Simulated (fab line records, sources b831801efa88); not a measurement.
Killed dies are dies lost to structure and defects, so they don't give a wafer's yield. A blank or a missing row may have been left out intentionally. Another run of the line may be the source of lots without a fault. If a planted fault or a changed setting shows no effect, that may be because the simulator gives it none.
fab line records || flow gf180mcu
record {"lots": 6, "wafers": 18, "lastDay": 34}
route steps=602 shown DNWELL@36 NWELL@42
lots that met no fault: from a run of the same line without faults
startH: hours from the record's first day to the start of the lot's first wafer shown || waitH: hours since the lot's step before || " repeats the value in the row above || L1.1+2: a row that stands for several wafers || - no value present, or no start provided || * or withheld: withheld || < > ~ a bound
route shown NAME@n: a module of which the file shows steps, and the number in the route of the first || usual: average and standard deviation across the fault-free wafers || same: alike in all rows || chamber/n: place in a boat || sites: each site's reading || _std_site: standard deviation across them || _edge_site: the outer-site mean with the inner-site mean subtracted || radiusMm: how far each site lies from the wafer's centre || mask NAME#n: copy n || behind: tool/chamber where the wafer was last shaped || hold: why the lot was held/for how many hours/how that ended || device: the transistor (n, p or np) that didn't switch || end of line: tests of these same wafers at the route's end || where a step has no rows: the recipe by itself || killed: at the first sort, the dies lost to defects and structure; wafer yield is something else || map: dies across one wafer; x = killed, . = not, _ = none there
set.NAME: the setting that was run; set.NAME@STEP: the one run at that earlier step || model.NAME: the simulator's own value behind a step, which no gauge read
a table for each step, a row for each wafer; lots at some steps of the route
services: the hour from which a tool's chamber was out of use, counted from the record's first day as startH (under 0 if before that day), plus the number of hours and why
## steps
# step GF_DNWELL_EXPOSE_04
# recipe {"maskId": "DNWELL", "targetCdNm": 1700, "na": 0.6, "sourceShape": "conventional", "sigmaOuter": 0.6, "doseMj": 260}
# step GF_DNWELL_PEB_05
# recipe {"tempC": 115, "timeS": "withheld"}
# step GF_DNWELL_DEVELOP_06
# recipe {"wallAngleDeg": 90, "developTimeS": 60, "devTempC": 23}
# step GF_DNWELL_IMPLANT_07
# recipe {"species": "P", "energyKev": 1500, "doseCm2": 1e+13, "tiltDeg": 0}
# step GF_DNWELL_STRIP_08
# recipe {"chemistry": "O2/N2", "powerW": 1400, "pressureMtorr": 1500, "platenTempC": 250, "o2FlowSccm": 3000, "n2FlowSccm": 300, "overashFraction": 0.5}
# usual {"drypumpMotorCurrentA": "5.86/0.27", "heaterPowerW": "318/28", "n2FlowSccm": "300.1/0.86", "oesProductAu": "0.723/0.0043", "stripTimeToEndpointS": "36.94/0.084"}
{"lot.wafer": "L716.3", "tool": "plasmaAsher-01", "chamber": 0, "startH": 47.77, "waitH": 0.1, "drypumpMotorCurrentA": 5.80, "heaterPowerW": 342, "n2FlowSccm": 299.9, "oesProductAu": 0.723, "rfHoursCounterH": "-", "stripTimeToEndpointS": 36.94}
{"lot.wafer": "L716.5", "tool": "plasmaAsher-01", "chamber": 0, "startH": 47.77, "waitH": 0.1, "drypumpMotorCurrentA": 5.82, "heaterPowerW": 335, "n2FlowSccm": 298.3, "oesProductAu": 0.727, "rfHoursCounterH": "-", "stripTimeToEndpointS": 36.91}
{"lot.wafer": "L716.6", "tool": "plasmaAsher-01", "chamber": 1, "startH": 47.77, "waitH": 0.1, "drypumpMotorCurrentA": 5.85, "heaterPowerW": 333, "n2FlowSccm": 300.3, "oesProductAu": 0.717, "rfHoursCounterH": "-", "stripTimeToEndpointS": 37.00}
{"lot.wafer": "L721.1", "tool": "plasmaAsher-03", "chamber": 1, "startH": 74.58, "waitH": 0.1, "drypumpMotorCurrentA": 5.75, "heaterPowerW": 326, "n2FlowSccm": 300.3, "oesProductAu": 0.726, "rfHoursCounterH": 42, "stripTimeToEndpointS": 36.99}
{"lot.wafer": "L721.3", "tool": "plasmaAsher-03", "chamber": 0, "startH": 74.58, "waitH": 0.1, "drypumpMotorCurrentA": 6.08, "heaterPowerW": 268, "n2FlowSccm": 299.4, "oesProductAu": 0.723, "rfHoursCounterH": "-", "stripTimeToEndpointS": 36.90}
{"lot.wafer": "L721.5", "tool": "plasmaAsher-03", "chamber": 1, "startH": 74.58, "waitH": 0.1, "drypumpMotorCurrentA": 5.75, "heaterPowerW": 328, "n2FlowSccm": 300.3, "oesProductAu": 0.726, "rfHoursCounterH": "-", "stripTimeToEndpointS": 36.84}
{"lot.wafer": "L723.1", "tool": "plasmaAsher-03", "chamber": 1, "startH": 86.41, "waitH": 0.1, "drypumpMotorCurrentA": 5.77, "heaterPowerW": 325, "n2FlowSccm": 299.3, "oesProductAu": 0.723, "rfHoursCounterH": 43, "stripTimeToEndpointS": 36.98}
{"lot.wafer": "L723.2", "tool": "plasmaAsher-03", "chamber": 0, "startH": 86.41, "waitH": 0.1, "drypumpMotorCurrentA": 6.08, "heaterPowerW": 268, "n2FlowSccm": 301.4, "oesProductAu": 0.713, "rfHoursCounterH": 43, "stripTimeToEndpointS": 37.02}
{"lot.wafer": "L723.6", "tool": "plasmaAsher-03", "chamber": 1, "startH": 86.41, "waitH": 0.1, "drypumpMotorCurrentA": 5.76, "heaterPowerW": 328, "n2FlowSccm": 298.5, "oesProductAu": 0.725, "rfHoursCounterH": "-", "stripTimeToEndpointS": 37.00}
{"lot.wafer": "L732.3", "tool": "plasmaAsher-04", "chamber": 1, "startH": 131.16, "waitH": 0.1, "drypumpMotorCurrentA": 5.36, "heaterPowerW": 355, "n2FlowSccm": 300.2, "oesProductAu": 0.725, "rfHoursCounterH": "-", "stripTimeToEndpointS": 36.89}
{"lot.wafer": "L732.5", "tool": "plasmaAsher-04", "chamber": 1, "startH": 131.16, "waitH": 0.1, "drypumpMotorCurrentA": 5.35, "heaterPowerW": 349, "n2FlowSccm": 300.9, "oesProductAu": 0.720, "rfHoursCounterH": "-", "stripTimeToEndpointS": 37.01}
{"lot.wafer": "L732.6", "tool": "plasmaAsher-04", "chamber": 0, "startH": 131.16, "waitH": 0.1, "drypumpMotorCurrentA": 6.24, "heaterPowerW": 322, "n2FlowSccm": 301.4, "oesProductAu": 0.732, "rfHoursCounterH": "-", "stripTimeToEndpointS": 36.92}
{"lot.wafer": "L736.1", "tool": "plasmaAsher-03", "chamber": 0, "startH": 159.98, "waitH": 0.1, "drypumpMotorCurrentA": 6.07, "heaterPowerW": 270, "n2FlowSccm": 301.3, "oesProductAu": 0.720, "rfHoursCounterH": 51, "stripTimeToEndpointS": 36.98}
{"lot.wafer": "L736.2", "tool": "plasmaAsher-03", "chamber": 1, "startH": 159.98, "waitH": 0.1, "drypumpMotorCurrentA": 5.73, "heaterPowerW": 334, "n2FlowSccm": 299.5, "oesProductAu": 0.720, "rfHoursCounterH": 51, "stripTimeToEndpointS": 37.03}
{"lot.wafer": "L736.6", "tool": "plasmaAsher-03", "chamber": 0, "startH": 159.98, "waitH": 0.1, "drypumpMotorCurrentA": 6.09, "heaterPowerW": 271, "n2FlowSccm": 300.6, "oesProductAu": 0.722, "rfHoursCounterH": "-", "stripTimeToEndpointS": 37.02}
{"lot.wafer": "L737.1", "tool": "plasmaAsher-03", "chamber": 0, "startH": 165.78, "waitH": 0.1, "drypumpMotorCurrentA": 6.10, "heaterPowerW": 275, "n2FlowSccm": 301.2, "oesProductAu": 0.726, "rfHoursCounterH": 52, "stripTimeToEndpointS": 36.91}
{"lot.wafer": "L737.3", "tool": "plasmaAsher-03", "chamber": 0, "startH": 165.78, "waitH": 0.1, "drypumpMotorCurrentA": 6.10, "heaterPowerW": 262, "n2FlowSccm": 299.6, "oesProductAu": 0.721, "rfHoursCounterH": "-", "stripTimeToEndpointS": 36.91}
{"lot.wafer": "L737.5", "tool": "plasmaAsher-03", "chamber": 0, "startH": 165.78, "waitH": 0.1, "drypumpMotorCurrentA": 6.12, "heaterPowerW": 270, "n2FlowSccm": 301.3, "oesProductAu": 0.730, "rfHoursCounterH": "-", "stripTimeToEndpointS": 36.88}
# step GF_DNWELL_TW_MEAS_09
# usual {"DNWELL_TW": "1369/9.6"}
{"lot.wafer": "L716.3", "tool": "filmMetro-01", "chamber": "-", "startH": 47.85, "waitH": 0.1, "DNWELL_TW": 1375}
{"lot.wafer": "L716.5", "tool": "filmMetro-01", "chamber": "-", "startH": 47.85, "waitH": 0.1, "DNWELL_TW": 1375}
{"lot.wafer": "L716.6", "tool": "filmMetro-01", "chamber": "-", "startH": 47.85, "waitH": 0.1, "DNWELL_TW": 1378}
{"lot.wafer": "L721.1", "tool": "filmMetro-03", "chamber": "-", "startH": 74.68, "waitH": 0.1, "DNWELL_TW": 1348}
{"lot.wafer": "L721.3", "tool": "filmMetro-03", "chamber": "-", "startH": 74.68, "waitH": 0.1, "DNWELL_TW": 1348}
{"lot.wafer": "L721.5", "tool": "filmMetro-03", "chamber": "-", "startH": 74.68, "waitH": 0.1, "DNWELL_TW": 1350}
{"lot.wafer": "L723.1", "tool": "filmMetro-04", "chamber": "-", "startH": 86.51, "waitH": 0.1, "DNWELL_TW": 1366}
{"lot.wafer": "L723.2", "tool": "filmMetro-04", "chamber": "-", "startH": 86.51, "waitH": 0.1, "DNWELL_TW": 1371}
{"lot.wafer": "L723.6", "tool": "filmMetro-04", "chamber": "-", "startH": 86.51, "waitH": 0.1, "DNWELL_TW": 1372}
{"lot.wafer": "L732.3", "tool": "filmMetro-04", "chamber": "-", "startH": 131.25, "waitH": 0.1, "DNWELL_TW": 1368}
{"lot.wafer": "L732.5", "tool": "filmMetro-04", "chamber": "-", "startH": 131.25, "waitH": 0.1, "DNWELL_TW": 1371}
{"lot.wafer": "L732.6", "tool": "filmMetro-04", "chamber": "-", "startH": 131.25, "waitH": 0.1, "DNWELL_TW": 1370}
{"lot.wafer": "L736.1", "tool": "filmMetro-04", "chamber": "-", "startH": 160.08, "waitH": 0.1, "DNWELL_TW": 1371}
{"lot.wafer": "L736.2", "tool": "filmMetro-04", "chamber": "-", "startH": 160.08, "waitH": 0.1, "DNWELL_TW": 1369}
{"lot.wafer": "L736.6", "tool": "filmMetro-04", "chamber": "-", "startH": 160.08, "waitH": 0.1, "DNWELL_TW": 1370}
{"lot.wafer": "L737.1", "tool": "filmMetro-03", "chamber": "-", "startH": 165.88, "waitH": 0.1, "DNWELL_TW": 1364}
{"lot.wafer": "L737.3", "tool": "filmMetro-03", "chamber": "-", "startH": 165.88, "waitH": 0.1, "DNWELL_TW": 1355}
{"lot.wafer": "L737.5", "tool": "filmMetro-03", "chamber": "-", "startH": 165.88, "waitH": 0.1, "DNWELL_TW": 1363}
# step GF_NWELL_DEHYDRATE_00
# recipe {"tempC": 200, "timeS": 60}
# step GF_NWELL_HMDS_01
# recipe {"primeTimeS": 60, "primeTempC": 120}
# step GF_NWELL_COAT_02
# recipe {"spinRpm": 2000, "resistThkNm": 3000}
# step GF_NWELL_SOFTBAKE_03
# recipe {"tempC": 110, "timeS": "withheld"}
# step GF_NWELL_EXPOSE_04
# recipe {"maskId": "Nwell", "targetCdNm": 860, "na": 0.6, "sourceShape": "conventional", "sigmaOuter": 0.6, "doseMj": 260}
# step GF_NWELL_PEB_05
# recipe {"tempC": 115, "timeS": "withheld"}
# step GF_NWELL_DEVELOP_06
# recipe {"wallAngleDeg": 90, "developTimeS": 60, "devTempC": 23}
{"lot.wafer": "L716.3+5+6", "tool": "lithoTrack-01", "chamber": 0, "startH": 61, "waitH": "-"}
{"lot.wafer": "L721.1+3+5", "tool": "lithoTrack-01", "chamber": 0, "startH": 88, "waitH": "-"}
{"lot.wafer": "L723.1+2+6", "tool": "lithoTrack-01", "chamber": 0, "startH": 99, "waitH": "-"}
{"lot.wafer": "L732.3+5+6", "tool": "lithoTrack-04", "chamber": 0, "startH": 146, "waitH": "-"}
{"lot.wafer": "L736.1+2+6", "tool": "lithoTrack-01", "chamber": 0, "startH": 175, "waitH": "-"}
{"lot.wafer": "L737.1+3+5", "tool": "lithoTrack-04", "chamber": 0, "startH": 182, "waitH": "-"}
# step GF_NWELL_OVL_MEAS_07
# usual {"NWELL_OVL": "0.2/1.5"}
{"lot.wafer": "L716.3", "tool": "overlay-02", "chamber": "-", "startH": 61.21, "waitH": "-", "NWELL_OVL[nm]": -0.4}
{"lot.wafer": "L716.5", "tool": "overlay-02", "chamber": "-", "startH": 61.21, "waitH": "-", "NWELL_OVL[nm]": -0.1}
{"lot.wafer": "L716.6", "tool": "overlay-02", "chamber": "-", "startH": 61.21, "waitH": "-", "NWELL_OVL[nm]": 2.0}
{"lot.wafer": "L721.1", "tool": "overlay-02", "chamber": "-", "startH": 88.30, "waitH": "-", "NWELL_OVL[nm]": 4.3}
{"lot.wafer": "L721.3", "tool": "overlay-02", "chamber": "-", "startH": 88.30, "waitH": "-", "NWELL_OVL[nm]": "-"}
{"lot.wafer": "L721.5", "tool": "overlay-02", "chamber": "-", "startH": 88.30, "waitH": "-", "NWELL_OVL[nm]": 3.4}
{"lot.wafer": "L723.1", "tool": "overlay-01", "chamber": "-", "startH": 99.85, "waitH": "-", "NWELL_OVL[nm]": 0.9}
{"lot.wafer": "L723.2", "tool": "overlay-01", "chamber": "-", "startH": 99.85, "waitH": "-", "NWELL_OVL[nm]": "-"}
{"lot.wafer": "L723.6", "tool": "overlay-01", "chamber": "-", "startH": 99.85, "waitH": "-", "NWELL_OVL[nm]": "-"}
{"lot.wafer": "L732.3", "tool": "overlay-01", "chamber": "-", "startH": 146.22, "waitH": "-", "NWELL_OVL[nm]": 0.5}
{"lot.wafer": "L732.5", "tool": "overlay-01", "chamber": "-", "startH": 146.22, "waitH": "-", "NWELL_OVL[nm]": 0.8}
{"lot.wafer": "L732.6", "tool": "overlay-01", "chamber": "-", "startH": 146.22, "waitH": "-", "NWELL_OVL[nm]": 2.4}
{"lot.wafer": "L736.1", "tool": "overlay-01", "chamber": "-", "startH": 175.90, "waitH": "-", "NWELL_OVL[nm]": 1.3}
{"lot.wafer": "L736.2", "tool": "overlay-01", "chamber": "-", "startH": 175.90, "waitH": "-", "NWELL_OVL[nm]": 0.5}
{"lot.wafer": "L736.6", "tool": "overlay-01", "chamber": "-", "startH": 175.90, "waitH": "-", "NWELL_OVL[nm]": -1.0}
{"lot.wafer": "L737.1", "tool": "overlay-02", "chamber": "-", "startH": 182.41, "waitH": "-", "NWELL_OVL[nm]": 1.2}
{"lot.wafer": "L737.3", "tool": "overlay-02", "chamber": "-", "startH": 182.41, "waitH": "-", "NWELL_OVL[nm]": 0.2}
{"lot.wafer": "L737.5", "tool": "overlay-02", "chamber": "-", "startH": 182.41, "waitH": "-", "NWELL_OVL[nm]": 0.8}
# step GF_NWELL_IMPLANT_08
# recipe {"species": "P", "energyKev": 450, "doseCm2": 1.5e+13, "tiltDeg": 0}
## services
{"tool": "plasmaAsher-03", "chamber": "-", "startH": 27.04, "hours": 1.9, "kind": "repair"}
{"tool": "plasmaAsher-03", "chamber": "-", "startH": 60.07, "hours": 7.1, "kind": "repair"}
{"tool": "plasmaAsher-04", "chamber": "-", "startH": 107.14, "hours": 2.8, "kind": "pm"}
{"tool": "plasmaAsher-03", "chamber": "-", "startH": 109.71, "hours": 1.4, "kind": "repair"}
{"tool": "plasmaAsher-04", "chamber": "-", "startH": 109.89, "hours": 9.0, "kind": "pm"}
{"tool": "plasmaAsher-04", "chamber": 0, "startH": 109.89, "hours": 10.6, "kind": "ventCycle"}
{"tool": "plasmaAsher-04", "chamber": 1, "startH": 109.89, "hours": 10.6, "kind": "ventCycle"}
{"tool": "plasmaAsher-04", "chamber": "-", "startH": 110.76, "hours": 9.8, "kind": "repair"}
{"tool": "plasmaAsher-04", "chamber": 0, "startH": 118.89, "hours": "-", "kind": "clean"}
{"tool": "plasmaAsher-04", "chamber": 1, "startH": 118.89, "hours": "-", "kind": "clean"}
## key
firstSign {"step": "GF_NWELL_OVL_MEAS_07", "reading": "NWELL_OVL", "direction": "missing"}
effect none on later readings
metAt GF_NWELL_DEVELOP_06
struckWafers L721.3,L723.2,L723.6
sortLeftOut L721.3,L723.2,L723.6
testerLeftOut L721,L723
onsetBetween 61 88
fault {"kind": "processParameterDrift", "tool": "lithoTrack-01", "chamber": "-", "onsetH": 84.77, "steps": "GF_NWELL_DEVELOP_06", "channel": "developTimeS", "offset": "*", "shape": "step", "endH": 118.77, "scope": "struckWafersOnly", "actsIn": "*", "stated": "*"}
# testerLeftOut: of these lots the tester's yield and bins aren't shown, on N5 and GAA mostly nor the transistor test; their killed dies are dies lost to structure and defects alone, not to doping, threshold or leakage, so they don't give the yield
# sortLeftOut: the simulated sort isn't trusted on such a fault, so these wafers' sort isn't shown, and their yield isn't known
